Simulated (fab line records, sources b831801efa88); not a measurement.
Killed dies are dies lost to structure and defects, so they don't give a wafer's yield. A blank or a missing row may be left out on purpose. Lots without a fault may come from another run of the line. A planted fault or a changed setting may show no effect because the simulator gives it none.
Chamber matching | flow gf180mcu | GF_STI_ETCH_14 on rie_si-02: 4 sister chambers
The step etches Si in HBr/Cl2/O2, target depth 360 nm, time 102.9 s. 4 wafers are shown with their chamber, then 11 later ones without.

WAFERS WITH THEIR CHAMBER
wafer  | chamber | drypump_motor_current_A (A)
L087.3 | 1       | 5.8
L087.4 | 3       | 6.7
L087.5 | 2       | 6.5
L092.3 | 0       | 5.7

WAFERS WITHOUT THEIR CHAMBER
wafer  | drypump_motor_current_A (A)
L092.5 | 5.8
L092.6 | 6.5
L093.1 | 6.5
L093.2 | 5.8
L093.5 | 5.7
L094.2 | 6.5
L094.3 | 5.6
L094.6 | 5.6
L095.2 | 6.5
L095.4 | 6.7
L095.5 | 6.7

WHICH CHAMBER EACH WENT THROUGH
wafer  | from the rows above | in truth
L092.5 | 1                   | 1
L092.6 | 2                   | 2
L093.1 | 2                   | 2
L093.2 | 1                   | 1
L093.5 | 0                   | 0
L094.2 | 2                   | 2
L094.3 | 0                   | 0
L094.6 | 0                   | 0
L095.2 | 2                   | 2
L095.4 | 3                   | 3
L095.5 | 3                   | 3
Placed correctly: 11 of 11. Can't be placed from these rows: 0. Placed wrongly: 0.
How it was worked out, from the rows above alone: a wafer's distance from a chamber is the root of the sum, over the readings, of the square of ((its reading less the chamber's mean) divided by the reading's scatter). The wafer belongs to the nearest chamber; if the next one is less than 2 further off, it can't be placed. A chamber's mean is the mean of its shown wafers. The scatter: with one shown wafer a chamber, the root of the mean of the squares of how far each hidden wafer lies from its nearest shown one.
